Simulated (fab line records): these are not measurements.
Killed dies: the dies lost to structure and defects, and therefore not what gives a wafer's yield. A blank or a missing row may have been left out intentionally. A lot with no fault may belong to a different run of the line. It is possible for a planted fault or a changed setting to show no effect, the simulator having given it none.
A lot that was struck, set against a sound lot / flow sky130 / 23 out of 708 route steps
Sound: these wafers, L446.1, L446.2, L446.5. Wafers L454.1, L454.2, L454.3 were the ones struck. The cause comes at the end.
Each step with rows lists, per side, the tool, then ch with its chambers, then its first start. Under that, the readings that differ: sound wafers / struck wafers / difference of the means / sigmas: that difference in standard deviations of wafers without a fault.
alike: readings whose means differ by less than 2 such deviations, and words and numbers that are the same on both sides. not compared: withheld readings, readings that some wafer has no value for, bounds like >300 that may hide the same value, and numbers for which the record gives no deviation and whose values overlap.
The two part at a step that has a row with sigmas, a row that says differs or no value, or rows on one side only. Non-overlapping numbers with no deviation appear without sigmas and do not part them. Lack of a reading on every wafer of one side parts them only where that side has two or more wafers.

SKY_METAL3_ETCH_17: etches SiO2 in C4F8/O2/Ar, stops on TiN, time 3.9 s, target depth 15 nm.
  sound on rie diel-02 ch 2,3, day 39 16:25; struck on rie diel-01 ch 0,1,3, day 42 01:50
  alike: oes product au
  not compared: rf hours counter h
SKY_METAL3_METAL_ETCH_18: etches the open film in Cl2/BCl3, stops on SiO2, target depth 845 nm, time 183.1 s.
  sound on rie metal-01 ch 1, day 39 16:26; struck on rie metal-03 ch 0,1, day 42 01:50
  alike: drypump motor current A, oes product au, throttle valve pct
  not compared: rf hours counter h
SKY_METAL3_STRIP_19: strips in O2/N2.
  sound on plasma asher-03 ch 0,1, day 39 16:48; struck on plasma asher-01 ch 0,1, day 42 02:01
  alike: drypump motor current A, oes product au, strip time to endpoint s
  not compared: rf hours counter h
then, 4 steps without rows for these wafers: SKY_METAL3_STRIP_20 (strips in post etch residue remover, time 1200 s); SKY_METAL3_CLEAN_21 (cleans in IPA, time 180 s); SKY_METAL3_CLEAN_22 (cleans in O3/DIW); SKY_VIA3_HDPCVD_00 (deposits SiO2, target thk 1635 nm, time 272.5 s).
SKY_VIA3_THK_MEAS_01:
  sound on film metro-01 at day 39 17:34; struck on film metro-02 at day 42 02:47
  alike: VIA3_HDPCVD_THK
SKY_VIA3_CMP_02: polishes SiO2.
  sound on cmp-01 ch 0,2,3, day 39 17:41; struck on cmp-02 ch 0,1,2, day 42 02:53
  alike: motor current A
SKY_VIA3_BOW_MEAS_03:
  sound on film metro-01 at day 39 17:56; struck on film metro-02 at day 42 03:08
  alike: VIA3_BOW
then, 2 steps without rows for these wafers: SKY_VIA3_DEHYDRATE_04 (time 60 s); SKY_VIA3_HMDS_05 (prime time 60 s).
SKY_VIA3_COAT_06: resist thk 60 nm.
  sound on litho track-02 ch 0, day 40 04:59; struck on litho track-01 ch 0, day 42 14:32
reading=exhaust pa (Pa); sound=47.0 46.6 45.9; struck=45.0 43.7 44.5; difference=-2.1; sigmas=-2
reading=spin speed rpm (rpm); sound=3001.5 3000.0 2998.4; struck=3115.9 3118.3 3119.3; difference=+117.9; sigmas=+49
  not compared: chill plate temp C
then, 5 steps without rows for these wafers: SKY_VIA3_COAT_07 (resist thk 450 nm); SKY_VIA3_SOFTBAKE_08 (time 90 s); SKY_VIA3_EXPOSE_09 (exposes mask VIM3, target cd 200 nm); SKY_VIA3_PEB_10; SKY_VIA3_DEVELOP_11 (develop time 60 s).
SKY_VIA3_CD_MEAS_12 targets a cd of 200 nm.
  sound on cd sem-01 at day 40 18:14; struck on cd sem-01 at day 43 02:29
reading=cd nm (nm); sound=201.4 200.6 201.8; struck=198.1 198.1 197.2; difference=-3.5; sigmas=-3
SKY_VIA3_OVL_MEAS_13:
  sound on overlay-02 at day 40 18:22; struck on overlay-02 at day 43 02:37
  alike: VIA3_OVL
SKY_VIA3_ETCH_14: etches BARC in N2/H2, stops on SiO2, time 45.9 s, target depth 60 nm.
  sound on rie diel-03 ch 1,3, day 40 18:23; struck on rie diel-02 ch 1,2,3, day 43 02:38
reading=oes product au (a.u.); sound=0.857 0.851 0.857; struck=0.847 0.842 0.841; difference=-0.012; sigmas=-3
reading=model.etch.depth nm (nm); sound=60.18 60.19 60.15; struck=59.31 59.21 59.06; difference=-0.98; sigmas=
  alike: drypump motor current A, throttle valve pct
  not compared: rf hours counter h
SKY_VIA3_ETCH_15: etches SiO2 in C4F8/O2/Ar, stops on TiN, target depth 507 nm, time 78 s.
  sound on rie diel-03 ch 1,3, day 40 18:26; struck on rie diel-02 ch 1,2,3, day 43 02:41
  alike: oes product au
  not compared: rf hours counter h
-- the record jumps here: 6 days lie between the struck wafers' starts before and after (it left off in module VIA3 and takes up again in module PAD_OPEN, whose first step shown is number 708 of the route) --
SKY_PAD_OPEN_PROBE_99:
  only the struck wafers here have rows in the record (prober-02, day 48 16:49); the sound ones have none

## WHERE THEY PART
First at SKY_VIA3_COAT_06; last, within this record, at SKY_PAD_OPEN_PROBE_99.

WHY: what the simulator had put in
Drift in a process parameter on litho track-01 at SKY_VIA3_COAT_06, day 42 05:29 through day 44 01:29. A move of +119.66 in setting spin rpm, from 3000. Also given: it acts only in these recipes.
